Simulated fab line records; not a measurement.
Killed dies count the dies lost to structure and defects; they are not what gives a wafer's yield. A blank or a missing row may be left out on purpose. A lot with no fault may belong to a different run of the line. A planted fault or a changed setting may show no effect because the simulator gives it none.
2 desks looking at one fault / flow sky130 / every desk sees just its own numbers, and what lay behind them comes last

## DESK OF THE TOOL OWNER: cmp-02
The tool's own readings at SKY_VIA1_CMP_24 (polishes, stops on SiO2, t overpolish 15 s, target thk 0 nm): means of the sampled wafers that have a number, for each lot that ran on this tool. The brackets show how far a lot's mean lies from the usual mean; more than 4 standard deviations puts the lot out of limits, marked OUT.
Columns: A = head-pressure-psi at SKY_VIA1_CMP_24, usual 3.501 psi; B = motor-current-A at SKY_VIA1_CMP_24, usual 10.9 A; C = overpolish-run-s at SKY_VIA1_CMP_24, usual 15.000 s; D = time-to-endpoint-s at SKY_VIA1_CMP_24, usual 65.0 s
lot=L154; first seen here=day 36 08:35; A=3.495; B=10.9; C=14.997; D=64.6
lot=L156; first seen here=day 36 19:44; A=3.501; B=11.1; C=14.999; D=67.0
lot=L160; first seen here=day 38 00:57; A=3.500; B=10.9; C=15.003; D=69.2
lot=L163; first seen here=day 39 04:52; A=3.500; B=10.3; C=15.003; D=63.8
lot=L164; first seen here=day 39 06:54; A=3.495; B=10.6; C=10.013 (-99 or more) OUT; D=75.9 (+4.0) OUT
lot=L166; first seen here=day 39 16:23; A=3.497; B=10.4; C=5.023 (-99 or more) OUT; D=89.4 (+9.0) OUT
This desk's verdict: out of limits on L164, L166, starting with L164 at day 39 06:54 (overpolish-run-s at SKY_VIA1_CMP_24). In limits: L154, L156, L160, L163.

## THE METROLOGY DESK
What the gauges read, lot by lot, whatever tool the lot ran on: means of the sampled wafers that have a number. The brackets show how far a lot's mean lies from the usual mean; more than 4 standard deviations puts the lot out of limits, marked OUT.
Columns: A = VIA1_BOW at SKY_VIA1_BOW_MEAS_03, usual 80 um; B = cd-nm at SKY_VIA1_CD_MEAS_12, usual 150.3 nm; C = METAL2_ALCU_RS at SKY_METAL2_RS_MEAS_05, usual 0.1270 ohm/sq
lot=L150; first seen here=day 33 17:20; A=79; B=149.8; C=0.1281
lot=L153; first seen here=day 34 19:30; A=74; B=150.2; C=0.1273
lot=L154; first seen here=day 35 04:48; A=80; B=149.2; C=0.1258
lot=L156; first seen here=day 35 16:14; A=79; B=150.7; C=0.1260
lot=L158; first seen here=day 36 10:28; A=87; B=150.4; C=0.1302
lot=L160; first seen here=day 36 20:56; A=83; B=153.3; C=0.1275
lot=L161; first seen here=day 37 09:49; A=78; B=148.2; C=0.1267
lot=L163; first seen here=day 38 02:17; A=72; B=151.7; C=0.1259
lot=L164; first seen here=day 38 04:17; A=84; B=149.6; C=0.1278
lot=L166; first seen here=day 38 13:49; A=81; B=147.1; C=0.1271
lot=L168; first seen here=day 39 14:06; A=86; B=150.1; C=0.1287
lot=L169; first seen here=day 39 15:11; A=81; B=150.4; C=0.1274
lot=L172; first seen here=day 40 11:48; A=81; B=151.0; C=0.1258
lot=L173; first seen here=day 40 20:32; A=80; B=149.5; C=0.1268
This desk found nothing out of limits on any of the 14 lots.

## PUT TOGETHER
On L164, L166, at day 39 06:54, an alarm was possible from the tool owner's desk.
From the metrology desk's view, nothing was out of limits.
The metrology desk holds a record of L164, L166, inside its limits.
All the named lots went through SKY_VIA1_CMP_24 on cmp-02.

## WHAT HAD BEEN PUT IN BY THE SIMULATOR
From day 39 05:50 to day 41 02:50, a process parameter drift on cmp-02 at SKY_VIA1_CMP_24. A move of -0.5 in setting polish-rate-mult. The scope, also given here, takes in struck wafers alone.
Lots struck among those shown: L164, L166.
Time in hours from fault onset to the first out-of-limits reading at each desk: the tool owner's desk, 1.
